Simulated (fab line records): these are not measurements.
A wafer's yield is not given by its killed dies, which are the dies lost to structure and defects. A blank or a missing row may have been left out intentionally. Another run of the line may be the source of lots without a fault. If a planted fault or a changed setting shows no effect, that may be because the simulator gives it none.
The same fault as seen by 2 desks | flow gf180mcu | each desk holds nothing but its own numbers, with what lay behind them at the end

FOR THE TOOL OWNER'S DESK: implanter-04
The tool's own readings at GF_VT_IMPLANT_IMPLANT_19, given as means over the sampled wafers that have a number, one for each lot that went through this tool. The brackets show how far a lot's mean lies from the usual mean; more than 4 standard deviations puts the lot out of limits, marked OUT.
Columns: A = beam_energy_keV at GF_VT_IMPLANT_IMPLANT_19, usual 100.00
lot  | first seen here | A
L389 | day 8 13:54     | 103.18 (+88) OUT
L390 | day 8 19:28     | 103.18 (+88) OUT
L402 | day 12 00:51    | 100.02
Finding of this desk: L389, L390 out of limits; the first was L389 at day 8 13:54, on beam_energy_keV at GF_VT_IMPLANT_IMPLANT_19. L402 stayed within limits.

FROM THE METROLOGY DESK
Lot by lot, what the gauges showed, no matter which tool ran the lot: averages of those sampled wafers that carry a number. The brackets show how far a lot's mean lies from the usual mean; more than 4 standard deviations puts the lot out of limits, marked OUT.
Columns: A = VT_IMPLANT_OVL at GF_VT_IMPLANT_OVL_MEAS_07, usual -2.2 nm; B = VT_IMPLANT_TW at GF_VT_IMPLANT_TW_MEAS_10, usual 565; C = VT_IMPLANT_01_OVL at GF_VT_IMPLANT_OVL_MEAS_18, usual -1.0 nm
lot  | first seen here | A    | B   | C
L389 | day 7 21:33     | -1.2 | 575 | -2.6
L390 | day 8 03:49     | -1.5 | 554 | -0.7
L395 | day 9 11:06     | -3.7 | 574 | -2.0
L397 | day 9 22:53     | -3.4 | 576 | -0.4
L401 | day 11 03:00    | 0.1  | 557 | -0.5
L402 | day 11 05:47    | -2.7 | 557 | -1.7
This desk's verdict: no lot among the 6 shows anything out of limits.

TAKEN TOGETHER
An alarm could have come from the tool owner's desk at day 8 13:54, on L389, L390.
Metrology desk: nothing out of limits seen.
The metrology desk has L389, L390 on record, within its limits.
The lots listed all ran GF_VT_IMPLANT_IMPLANT_19 on implanter-04.

WHAT THE SIMULATOR HAD INSERTED
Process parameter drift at GF_VT_IMPLANT_IMPLANT_19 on implanter-04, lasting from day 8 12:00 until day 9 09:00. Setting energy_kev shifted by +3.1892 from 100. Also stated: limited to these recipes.
Struck lots among those shown: L389, L390.
How many hours passed from the start of the fault until each desk's first out-of-limits reading: the tool owner's desk, 2.
